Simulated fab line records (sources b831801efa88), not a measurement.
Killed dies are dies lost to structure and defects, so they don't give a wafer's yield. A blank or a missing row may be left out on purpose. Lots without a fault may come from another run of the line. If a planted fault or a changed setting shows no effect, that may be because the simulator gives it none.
Matching of chambers / flow sky130 / pecvd-04 running SKY_CONTACT_CVD_00: 3 sister chambers
The step deposits Si3N4, target thk 75 nm. 6 wafers are shown with their chamber, then 10 later ones without.

## WAFERS, EACH WITH ITS CHAMBER
wafer=L080.2; chamber=0; heater-power-w (W)=653
wafer=L083.3; chamber=0; heater-power-w (W)=643
wafer=L085.4; chamber=2; heater-power-w (W)=713
wafer=L085.5; chamber=1; heater-power-w (W)=721
wafer=L086.2; chamber=2; heater-power-w (W)=663
wafer=L086.4; chamber=1; heater-power-w (W)=691

## WAFERS WITH NO CHAMBER GIVEN
wafer=L086.6; heater-power-w (W)=631
wafer=L087.1; heater-power-w (W)=702
wafer=L087.2; heater-power-w (W)=652
wafer=L087.3; heater-power-w (W)=653
wafer=L090.1; heater-power-w (W)=638
wafer=L090.4; heater-power-w (W)=635
wafer=L090.5; heater-power-w (W)=662
wafer=L093.3; heater-power-w (W)=728
wafer=L093.4; heater-power-w (W)=712
wafer=L093.5; heater-power-w (W)=696

## WHICH CHAMBER EACH WENT THROUGH
wafer=L086.6; from the rows above=can't be placed: 0 or 2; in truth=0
wafer=L087.1; from the rows above=can't be placed: 1 or 2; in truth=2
wafer=L087.2; from the rows above=can't be placed: 0 or 2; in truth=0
wafer=L087.3; from the rows above=can't be placed: 0 or 2 or 1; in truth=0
wafer=L090.1; from the rows above=can't be placed: 0 or 2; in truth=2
wafer=L090.4; from the rows above=can't be placed: 0 or 2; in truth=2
wafer=L090.5; from the rows above=can't be placed: 0 or 2 or 1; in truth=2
wafer=L093.3; from the rows above=can't be placed: 1 or 2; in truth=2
wafer=L093.4; from the rows above=can't be placed: 1 or 2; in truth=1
wafer=L093.5; from the rows above=can't be placed: 2 or 1 or 0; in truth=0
Correct placement for 0 of the 10. From these rows, 10 cannot be placed; in 10 the true chamber is one of the candidates. Number placed wrongly: 0.
How it was worked out, from the rows above alone: a wafer's distance from a chamber is the root of the sum, over the readings, of the square of ((its reading less the chamber's mean) divided by the reading's scatter). The wafer belongs to the nearest chamber; if the next one is less than 2 further off, it can't be placed. A chamber's mean is the mean of its shown wafers. The scatter is the square root of a quotient: the sum, over the shown wafers, of each reading's squared deviation from its chamber's mean, divided by wafers minus chambers.
